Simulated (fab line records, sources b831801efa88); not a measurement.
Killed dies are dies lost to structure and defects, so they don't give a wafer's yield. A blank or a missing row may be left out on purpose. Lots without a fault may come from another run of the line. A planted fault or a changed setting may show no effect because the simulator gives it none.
A struck lot beside a sound one | flow sky130 | 30 steps out of a route of 708
Sound: wafers L273.1, L273.3, L273.4. Struck: wafers L276.1, L276.4, L276.5. The cause comes at the end.
At each step with rows: each side's tool, then ch and its chambers, then its first start. Under that, the readings that differ: sound wafers | struck wafers | difference of the means | sigmas: that difference in standard deviations of wafers without a fault.
alike: readings whose means differ by less than 2 such deviations, and words and numbers that are the same on both sides. not compared: withheld readings, readings that some wafer has no value for, bounds like >300 that may hide the same value, and numbers for which the record gives no deviation and whose values overlap.
The two part at a step that has a row with sigmas, a row that says differs or no value, or rows on one side only. Numbers that don't overlap but have no deviation are shown without sigmas and don't part them. A reading that every wafer of one side lacks parts them only if that side has two wafers or more.

first, 5 steps without rows for these wafers: SKY_SONOS_ONO_COAT_08 (resist thk 1140 nm); SKY_SONOS_ONO_SOFTBAKE_09 (time 60 s); SKY_SONOS_ONO_EXPOSE_10 (exposes mask ONOM, target cd 410 nm); SKY_SONOS_ONO_PEB_11; SKY_SONOS_ONO_DEVELOP_12 (develop time 60 s).
SKY_SONOS_ONO_CD_MEAS_13: target cd 410 nm.
  sound on cd_sem-02, day 13 00:57; struck on cd_sem-02, day 13 21:15
  alike: cd_nm
SKY_SONOS_ONO_OVL_MEAS_14:
  sound on overlay-02, day 13 01:04; struck on overlay-01, day 13 21:22
  alike: SONOS_ONO_OVL
SKY_SONOS_ONO_ETCH_15: etches the open film in CHF3/O2, target depth 19.52 nm, time 7.8 s.
  sound on rie_diel-01 ch 2,3, day 13 01:07; struck on rie_diel-01 ch 0,2, day 13 21:25
  alike: drypump_motor_current_A, oes_product_au, throttle_valve_pct
  not compared: rf_hours_counter_h
then, 1 step without rows for these wafers: SKY_SONOS_ONO_WET_ETCH_16 (etches SiO2 in dHF, target depth 14 nm, time 280 s).
SKY_SONOS_ONO_STRIP_17: strips in O2/N2.
  sound on plasma_asher-01 ch 0,1, day 13 01:13; struck on plasma_asher-03 ch 0,1, day 13 21:31
  reading                      | sound             | struck            | difference | sigmas
  strip_time_to_endpoint_s (s) | 14.09 14.13 14.12 | 14.01 14.01 14.04 | -0.09      | -2
  alike: drypump_motor_current_A, oes_product_au
  not compared: rf_hours_counter_h
then, 2 steps without rows for these wafers: SKY_SONOS_ONO_WET_ETCH_18 (etches Si3N4 in H3PO4, target depth 15 nm, time 172 s); SKY_GATE_OXIDE_CLEAN_00 (cleans in SC1/SC2, time 150 s).
SKY_GATE_OXIDE_OXIDATION_01: stabilise 600 s, purge 300 s, target thk 10.268 nm.
  sound on furnace-01 ch 0, day 13 02:26; struck on furnace-01 ch 0, day 13 22:13
  reading                                           | sound            | struck               | difference | sigmas
  ox_time_s (s)                                     | 1473 1473 1473   | 1296.2 1296.2 1296.2 | -176.8     |
  model.SiO2_of_GATE_OXIDE_OXIDATION_01.thk_nm (nm) | 10.43 10.4 10.45 | 9.784 9.81 9.754     | -0.644     |
  alike: ox_temp_c, spike_tc_bottom_C, spike_tc_upper_C, zone_power_centre_pct
SKY_GATE_OXIDE_THK_MEAS_02:
  sound on film_metro-01, day 13 03:51; struck on film_metro-01, day 13 23:37
  reading                          | sound             | struck         | difference | sigmas
  GATE_OXIDE_OXIDATION_00_THK (nm) | 10.46 10.36 10.46 | 9.73 9.78 9.74 | -0.68      | -3
then, 7 steps without rows for these wafers: SKY_GATE_OXIDE_DEHYDRATE_03 (time 60 s); SKY_GATE_OXIDE_HMDS_04 (prime time 60 s); SKY_GATE_OXIDE_COAT_05 (resist thk 1140 nm); SKY_GATE_OXIDE_SOFTBAKE_06 (time 60 s); SKY_GATE_OXIDE_EXPOSE_07 (exposes mask LVOM, target cd 600 nm); SKY_GATE_OXIDE_PEB_08; SKY_GATE_OXIDE_DEVELOP_09 (develop time 60 s).
SKY_GATE_OXIDE_OVL_MEAS_10:
  sound on overlay-02, day 14 04:37; struck on overlay-01, day 15 02:52
  alike: GATE_OXIDE_OVL
then, 2 steps without rows for these wafers: SKY_GATE_OXIDE_IMPLANT_11; SKY_GATE_OXIDE_WET_ETCH_12 (etches SiO2 in dHF, target depth 16.8 nm, time 336 s).
SKY_GATE_OXIDE_STRIP_13: strips in O2/N2.
  sound on plasma_asher-02 ch 0,1, day 14 04:54; struck on plasma_asher-02 ch 1, day 15 03:10
  alike: drypump_motor_current_A, oes_product_au, strip_time_to_endpoint_s
  not compared: rf_hours_counter_h
SKY_GATE_OXIDE_TW_MEAS_14:
  sound on film_metro-03, day 14 05:00; struck on film_metro-04, day 15 03:16
  alike: GATE_OXIDE_TW
then, 1 step without rows for these wafers: SKY_GATE_OXIDE_CLEAN_15 (cleans in SC1/SC2, time 150 s).
SKY_GATE_OXIDE_OXIDATION_16: stabilise 600 s, purge 300 s, target thk 3.57 nm.
  sound on furnace-01 ch 0, day 14 05:14; struck on furnace-02 ch 0, day 15 03:52
  reading                                           | sound             | struck            | difference | sigmas
  spike_tc_bottom_C (C)                             | 823 824 825       | 815 814 814       | -10        | -2
  zone_power_centre_pct (%)                         | 11.5 11.5 11.5    | 14.1 14.0 14.4    | +2.7       | +2
  model.SiO2_of_GATE_OXIDE_OXIDATION_01.thk_nm (nm) | 11.82 11.81 11.85 | 11.18 11.21 11.16 | -0.64      |
  alike: ox_temp_c, ox_time_s, spike_tc_upper_C
then, 1 step without rows for these wafers: SKY_POLY_GATE_CVD_00 (deposits poly-Si, target thk 180 nm, time 720 s).
-- the record jumps here: 32 days lie between the struck wafers' starts before and after (it left off in module POLY_GATE and takes up again in module PAD_OPEN, whose first step shown is number 708 of the route) --
SKY_PAD_OPEN_PROBE_99:
  sound on prober-02, day 46 10:22; struck on prober-01, day 46 21:44
  reading                                | sound                         | struck                       | difference | sigmas
  model.etest.nfet_16v.r_on_ohm_um       | 1.412e+04 1.417e+04 1.417e+04 | 1.376e+04 1.357e+04 1.37e+04 | -4.767e+02 |
  model.etest.tip_sonos.rs_ohm_sq        | 2701 2719 2725                | 2531 2546 2551               | -172       |
  model.etest.pfet_g5v0d10v5.r_on_ohm_um | 4767 4726 4766                | 4546 4631 4617               | -155       |
  model.etest.nfet_g5v0d10v5.r_on_ohm_um | 1885 1868 1910                | 1802 1811 1812               | -79        |
  model.etest.nfet_g5v0d10v5.drive_ua_um | 605.1 606.7 595.2             | 638.8 637.9 635.5            | +35.1      |
  model.etest.nfet_05v0_nvt.drive_ua_um  | 578.7 580.2 574.4             | 599.4 600.5 601.5            | +22.7      |
  model.etest.pfet_g5v0d10v5.drive_ua_um | 339.9 340.1 335.7             | 357.4 354.1 350.6            | +15.5      |
  model.etest.nfet_16v.drive_ua_um       | 220.1 222.1 220.3             | 233 233.9 235.8              | +13        |
  alike: killed_at_M0_to_M3, killed_at_M4_up, killed_at_contacts, killed_at_front_end, killed_at_other, killed_dies, killed_open, killed_short

WHERE THEY PART
First at SKY_SONOS_ONO_STRIP_17; last, within this record, at SKY_GATE_OXIDE_OXIDATION_16. Later steps at which nothing parts them and some readings are alike: SKY_PAD_OPEN_PROBE_99.

WHY: what the simulator had put in
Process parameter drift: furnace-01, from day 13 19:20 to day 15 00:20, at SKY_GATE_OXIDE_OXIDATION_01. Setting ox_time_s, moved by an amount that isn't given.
